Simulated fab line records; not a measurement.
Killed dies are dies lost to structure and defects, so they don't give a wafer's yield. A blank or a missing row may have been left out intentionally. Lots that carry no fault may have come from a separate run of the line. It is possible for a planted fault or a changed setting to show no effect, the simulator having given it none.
Matching of chambers -- flow sky130 -- 4 sister chambers for SKY_LI_CONTACT_CMP_02 on cmp-02
The step polishes PSG. 4 wafers are shown with their chamber, then 8 later ones without.

## WAFERS, EACH WITH ITS CHAMBER
wafer,chamber,motor_current_A (A)
L863.5,0,11.8
L867.1,1,14.3
L870.4,2,11.8
L880.1,3,10.1

## WAFERS WITHOUT THEIR CHAMBER
wafer,motor_current_A (A)
L880.3,11.9
L880.5,11.8
L881.1,10.5
L881.3,11.5
L881.6,12.2
L883.1,12.2
L883.3,11.9
L883.6,12.7

## EACH ONE'S CHAMBER
wafer,from the rows above,in truth
L880.3,can't be placed: 0 or 2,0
L880.5,can't be placed: 0 or 2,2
L881.1,3,3
L881.3,can't be placed: 0 or 2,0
L881.6,can't be placed: 0 or 2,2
L883.1,can't be placed: 0 or 2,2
L883.3,can't be placed: 0 or 2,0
L883.6,can't be placed: 0 or 2 or 1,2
Correct placement for 1 of the 8. Unplaceable from these rows: 7, with the true chamber sitting among the candidates in 7. Number placed wrongly: 0.
How it was worked out, from the rows above alone: a wafer's distance from a chamber is the root of the sum, over the readings, of the square of ((its reading less the chamber's mean) divided by the reading's scatter). The wafer belongs to the nearest chamber; if the next one is less than 2 further off, it can't be placed. Each chamber's mean is taken over the wafers shown for it. The scatter (one wafer shown for each chamber): square how far every hidden wafer sits from the nearest shown wafer, average those squares and take the square root.
